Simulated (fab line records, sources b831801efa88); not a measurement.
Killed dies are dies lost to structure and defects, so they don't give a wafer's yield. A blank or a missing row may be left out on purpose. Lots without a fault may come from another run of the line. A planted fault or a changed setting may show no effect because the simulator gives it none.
Which tool did it? | flow sky130 | 14 lots, 42 wafers sampled, at 7 steps of a route of 708

WHAT THE GAUGES READ, wafer by wafer
SKY_FIELD_ISO_CD_MEAS_13: target cd 150 nm. Usual: cd_nm 150.0 nm, standard deviation 1.4.
lot  | measured    | on        | cd_nm (nm)        | flag
L719 | day 2 06:24 | cd_sem-02 | 151.5 149.8 150.3 |
L721 | day 2 14:10 | cd_sem-01 | 150.2 149.1 149.2 |
L722 | day 2 19:40 | cd_sem-02 | 153.1 152.5 152.5 |
L723 | day 3 02:59 | cd_sem-02 | 149.9 149.4 149.8 |
L724 | day 3 09:05 | cd_sem-01 | 150.4 150.1 151.3 |
L726 | day 3 16:59 | cd_sem-01 | 150.6 151.0 151.3 |
L728 | day 4 05:19 | cd_sem-01 | 150.2 150.7 149.2 |
L730 | day 4 14:23 | cd_sem-01 | 150.5 149.9 150.5 |
L734 | day 5 14:56 | cd_sem-02 | 150.3 150.5 150.8 |
L735 | day 5 19:34 | cd_sem-02 | 151.3 149.6 151.6 |
L738 | day 6 07:59 | cd_sem-02 | 150.6 147.7 149.8 |
L740 | day 6 18:19 | cd_sem-01 | 149.6 148.4 148.5 |
L741 | day 7 01:12 | cd_sem-02 | 148.9 148.6 149.9 |
L742 | day 7 03:02 | cd_sem-02 | 148.1 150.0 148.5 |

SKY_PWDE_OVL_MEAS_07. Usual: PWDE_OVL -0.6 nm, standard deviation 1.4.
lot  | measured    | on         | PWDE_OVL (nm)  | flag
L719 | day 3 19:56 | overlay-02 | 0.9 0.8 0.8    |
L721 | day 4 07:23 | overlay-02 | -3.2 -0.8 -2.4 |
L722 | day 4 11:44 | overlay-01 | -1.4 -1.7 -0.3 |
L723 | day 4 18:56 | overlay-02 | -0.9 0.5 -2.4  |
L724 | day 5 00:08 | overlay-02 | -2.7 -3.0 -2.5 |
L726 | day 5 09:38 | overlay-01 | -0.9 0.7 2.2   |
L728 | day 5 22:56 | overlay-02 | -0.9 0.0 2.4   |
L730 | day 6 15:38 | overlay-02 | -0.7 -1.3 -1.3 |
L734 | day 7 11:59 | overlay-02 | -0.3 1.0 1.4   |
L735 | day 7 18:17 | overlay-01 | - - 0.3        |
L738 | day 8 14:23 | overlay-02 | - 0.4 -3.0     |
L740 | day 8 22:53 | overlay-02 | -1.4 0.2 -1.7  |
L741 | day 9 03:21 | overlay-02 | 0.0 -1.2 -2.2  |
L742 | day 9 03:02 | overlay-01 | -0.6 0.6 0.2   |

SKY_NWELL_OVL_MEAS_10. Usual: NWELL_00_OVL -1.1 nm, standard deviation 1.5.
lot  | measured     | on         | NWELL_00_OVL (nm) | flag
L719 | day 4 12:29  | overlay-01 | 1.2 -0.7 -2.0     |
L721 | day 4 23:38  | overlay-01 | -1.1 -2.4 -0.6    |
L722 | day 5 03:53  | overlay-01 | -0.8 -1.1 -0.8    |
L723 | day 5 11:26  | overlay-01 | 1.1 -1.2 0.2      |
L724 | day 5 17:41  | overlay-02 | 1.0 1.9 -1.0      |
L726 | day 6 04:23  | overlay-02 | -3.0 -2.0 -1.7    |
L728 | day 6 18:08  | overlay-02 | -0.3 -1.6 1.1     |
L730 | day 7 11:02  | overlay-01 | -0.5 0.2 -0.2     |
L734 | day 8 08:53  | overlay-02 | -1.7 -1.6 -0.4    |
L735 | day 8 14:19  | overlay-01 | - - 0.3           |
L738 | day 9 12:22  | overlay-01 | - -2.6 -2.6       |
L740 | day 9 21:35  | overlay-01 | -1.3 -0.2 -1.0    |
L741 | day 10 01:23 | overlay-01 | -1.8 -2.7 -0.3    |
L742 | day 10 01:13 | overlay-02 | -2.8 -1.9 -2.1    |

SKY_NWELL_RS_MEAS_29: measures by four-point-probe. Usual: NWELL_RS 617.6 ohm/sq, standard deviation 1.5.
lot  | measured     | on            | NWELL_RS (ohm/sq) | flag
L719 | day 5 05:38  | film_metro-04 | 618.4 620.9 618.9 |
L721 | day 5 17:47  | film_metro-04 | 619.0 618.2 619.1 |
L722 | day 5 23:08  | film_metro-02 | 618.3 617.8 618.3 |
L723 | day 6 06:20  | film_metro-01 | 616.1 616.9 616.1 |
L724 | day 6 12:17  | film_metro-04 | 619.8 617.7 619.8 |
L726 | day 7 00:23  | film_metro-01 | 618.5 617.2 615.5 |
L728 | day 7 14:30  | film_metro-02 | 618.8 618.6 618.4 |
L730 | day 8 08:23  | film_metro-01 | 618.5 616.9 617.3 |
L734 | day 9 07:41  | film_metro-02 | 617.9 617.6 618.1 |
L735 | day 9 13:13  | film_metro-04 | 619.6 616.0 618.3 |
L738 | day 10 11:55 | film_metro-01 | 614.9 615.1 617.3 |
L740 | day 10 21:26 | film_metro-02 | 616.3 615.1 613.9 |
L741 | day 11 01:21 | film_metro-04 | 617.3 618.1 617.6 |
L742 | day 11 01:13 | film_metro-01 | 615.7 614.7 616.1 |

SKY_VT_ADJUST_HVTP_CD_MEAS_07: target cd 380 nm. Usual: cd_nm 380 nm, standard deviation 3.
lot  | measured     | on        | cd_nm (nm)  | flag
L719 | day 5 23:22  | cd_sem-02 | 382 380 382 |
L721 | day 6 11:53  | cd_sem-01 | 382 384 379 |
L722 | day 6 18:28  | cd_sem-01 | 378 373 378 |
L723 | day 7 01:29  | cd_sem-01 | 381 381 379 |
L724 | day 7 06:47  | cd_sem-02 | 375 373 377 |
L726 | day 7 20:38  | cd_sem-01 | 378 377 377 |
L728 | day 8 10:58  | cd_sem-01 | 385 384 385 |
L730 | day 9 05:51  | cd_sem-01 | 380 379 382 |
L734 | day 10 05:59 | cd_sem-02 | 378 377 378 |
L735 | day 10 11:29 | cd_sem-01 | - - 377     |
L738 | day 11 11:08 | cd_sem-02 | - 381 376   |
L740 | day 11 21:46 | cd_sem-02 | 380 378 376 |
L741 | day 12 02:01 | cd_sem-01 | 379 380 377 |
L742 | day 12 01:28 | cd_sem-02 | 381 379 381 |

WHICH TOOL RAN EACH LOT (tool, then ch and the chambers of the sampled wafers, then the start)
lot  | SKY_FIELD_ISO_ETCH_14             | SKY_FIELD_ISO_ETCH_15
L719 | rie_diel-04 ch 1,3, day 2 06:30   | rie_diel-04 ch 1,3, day 2 06:33
L721 | rie_diel-03 ch 1,2,3, day 2 14:17 | rie_diel-03 ch 1,2,3, day 2 14:20
L722 | rie_diel-02 ch 1,2,3, day 2 19:46 | rie_diel-02 ch 1,2,3, day 2 19:48
L723 | rie_diel-04 ch 0,2,3, day 3 03:07 | rie_diel-04 ch 0,2,3, day 3 03:09
L724 | rie_diel-02 ch 0,2,3, day 3 09:12 | rie_diel-02 ch 0,2,3, day 3 09:15
L726 | rie_diel-03 ch 0,2, day 3 17:07   | rie_diel-03 ch 0,2, day 3 17:09
L728 | rie_diel-04 ch 2,3, day 4 05:25   | rie_diel-04 ch 2,3, day 4 05:27
L730 | rie_diel-04 ch 2,3, day 4 14:29   | rie_diel-04 ch 2,3, day 4 14:34
L734 | rie_diel-03 ch 0,3, day 5 15:02   | rie_diel-03 ch 0,3, day 5 15:05
L735 | rie_diel-04 ch 0,1, day 5 19:41   | rie_diel-04 ch 0,1, day 5 19:44
L738 | rie_diel-04 ch 1,3, day 6 08:07   | rie_diel-04 ch 1,3, day 6 08:09
L740 | rie_diel-03 ch 0,1,3, day 6 18:26 | rie_diel-03 ch 0,1,3, day 6 18:29
L741 | rie_diel-03 ch 0,1,3, day 7 01:18 | rie_diel-03 ch 0,1,3, day 7 01:21
L742 | rie_diel-02 ch 0,1, day 7 03:09   | rie_diel-02 ch 0,1, day 7 03:12
- SKY_FIELD_ISO_ETCH_14: etches BARC in N2/H2, stops on SiO2, time 45.9 s, target depth 60 nm.
- SKY_FIELD_ISO_ETCH_15: etches the open film in CHF3/O2, stops on Si, target depth 180 nm, time 72 s.

WHAT THE TOOLS THEMSELVES READ (means of the sampled wafers that have a number; where no wafer has one, the mark that the record gives instead)
SKY_FIELD_ISO_ETCH_14. Usual: drypump_motor_current_A 5.8 A, standard deviation 0.48; n2_flow_sccm 100.0 sccm, standard deviation 0.33; oes_product_au 0.855 a.u., standard deviation 0.0049; run_length_s 74.1 s, standard deviation 0.53; throttle_valve_pct 13.224 %, standard deviation 0.0095.
lot  | tool        | drypump_motor_current_A (A) | n2_flow_sccm (sccm) | oes_product_au (a.u.) | run_length_s (s) | throttle_valve_pct (%) | flag
L719 | rie_diel-04 | 5.7                         | 99.7                | 0.852                 | 74.1             | 13.222                 |
L721 | rie_diel-03 | 5.7                         | 99.6                | 0.854                 | 74.4             | 13.230                 |
L722 | rie_diel-02 | 5.7                         | 100.1               | 0.855                 | 74.3             | 13.218                 |
L723 | rie_diel-04 | 5.8                         | 99.7                | 0.854                 | 74.3             | 13.221                 |
L724 | rie_diel-02 | 5.8                         | 100.0               | 0.848                 | 73.9             | 13.219                 |
L726 | rie_diel-03 | 5.8                         | 99.9                | 0.851                 | 74.3             | 13.219                 |
L728 | rie_diel-04 | 5.6                         | 100.1               | 0.851                 | 74.3             | 13.228                 |
L730 | rie_diel-04 | 5.6                         | 100.1               | 0.858                 | 74.1             | 13.227                 |
L734 | rie_diel-03 | 5.0                         | 100.1               | 0.852                 | 74.5             | 13.231                 |
L735 | rie_diel-04 | 5.9                         | 100.1               | 0.952                 | 56.7             | 13.235                 | OFF
L738 | rie_diel-04 | 5.7                         | 100.2               | 0.909                 | 65.9             | 13.223                 | OFF
L740 | rie_diel-03 | 5.5                         | 99.9                | 0.852                 | 74.1             | 13.222                 |
L741 | rie_diel-03 | 5.5                         | 100.1               | 0.857                 | 74.3             | 13.227                 |
L742 | rie_diel-02 | 6.2                         | 100.0               | 0.860                 | 73.8             | 13.230                 |

SKY_FIELD_ISO_ETCH_15. Usual: drypump_motor_current_A 5.8 A, standard deviation 0.47; oes_product_au 0.945 a.u., standard deviation 0.0069; run_length_s 100.2 s, standard deviation 0.53; throttle_valve_pct 8.844 %, standard deviation 0.0091.
lot  | tool        | drypump_motor_current_A (A) | oes_product_au (a.u.) | run_length_s (s) | throttle_valve_pct (%) | flag
L719 | rie_diel-04 | 5.7                         | 0.940                 | 100.3            | 8.847                  |
L721 | rie_diel-03 | 5.7                         | 0.937                 | 100.2            | 8.846                  |
L722 | rie_diel-02 | 5.7                         | 0.942                 | 99.9             | 8.839                  |
L723 | rie_diel-04 | 5.8                         | 0.950                 | 100.4            | 8.856                  |
L724 | rie_diel-02 | 5.8                         | 0.938                 | 99.7             | 8.836                  |
L726 | rie_diel-03 | 5.8                         | 0.950                 | 100.7            | 8.843                  |
L728 | rie_diel-04 | 5.6                         | 0.945                 | 100.4            | 8.843                  |
L730 | rie_diel-04 | 5.6                         | 0.944                 | 100.4            | 8.840                  |
L734 | rie_diel-03 | 5.0                         | 0.942                 | 100.4            | 8.841                  |
L735 | rie_diel-04 | 5.8                         | 0.565                 | 99.8             | 8.729                  | OFF
L738 | rie_diel-04 | 5.7                         | 0.755                 | 100.4            | 8.789                  | OFF
L740 | rie_diel-03 | 5.5                         | 0.952                 | 100.5            | 8.844                  |
L741 | rie_diel-03 | 5.5                         | 0.945                 | 100.3            | 8.844                  |
L742 | rie_diel-02 | 6.2                         | 0.947                 | 99.8             | 8.839                  |

THE ANSWER, worked out from the rows above alone
Rule: a lot is off if the mean of its wafers that have a number lies more than 3 standard deviations from the usual mean. A lot without any number at a reading at which 4 lots or more have one is off too. The other lots that the step has rows for count as sound. The gauges are gone through in route order, then the tools' own readings, and for those a lot's mean is taken as printed above. The first step at which some lot is off is used, and at that step the reading that is off furthest; a lot without a number counts as furthest.
Off: L735, L738, at SKY_FIELD_ISO_ETCH_14 (run_length_s).
A tool fits if, at that step or a process step before it, it ran every lot that is off, and no sound lot after the first of them. One fits: rie_diel-04 at SKY_FIELD_ISO_ETCH_14. Its last sound lot is L730 (day 4 14:29), its first lot that is off L735 (day 5 19:41): a fault that began between those two fits.
The tool's own readings at SKY_FIELD_ISO_ETCH_14 bear it out: on the lots that are off they differ by more than 5 times the standard deviation of the sound lots' means. oes_product_au reads 0.930 a.u. there against 0.854 a.u. on the sound lots; run_length_s reads 61.3 s there against 74.2 s on the sound lots.

WHAT THE SIMULATOR HAD PUT IN
Process parameter drift: rie_diel-04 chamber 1, from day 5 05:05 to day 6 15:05, at SKY_FIELD_ISO_ETCH_14. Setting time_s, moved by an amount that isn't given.
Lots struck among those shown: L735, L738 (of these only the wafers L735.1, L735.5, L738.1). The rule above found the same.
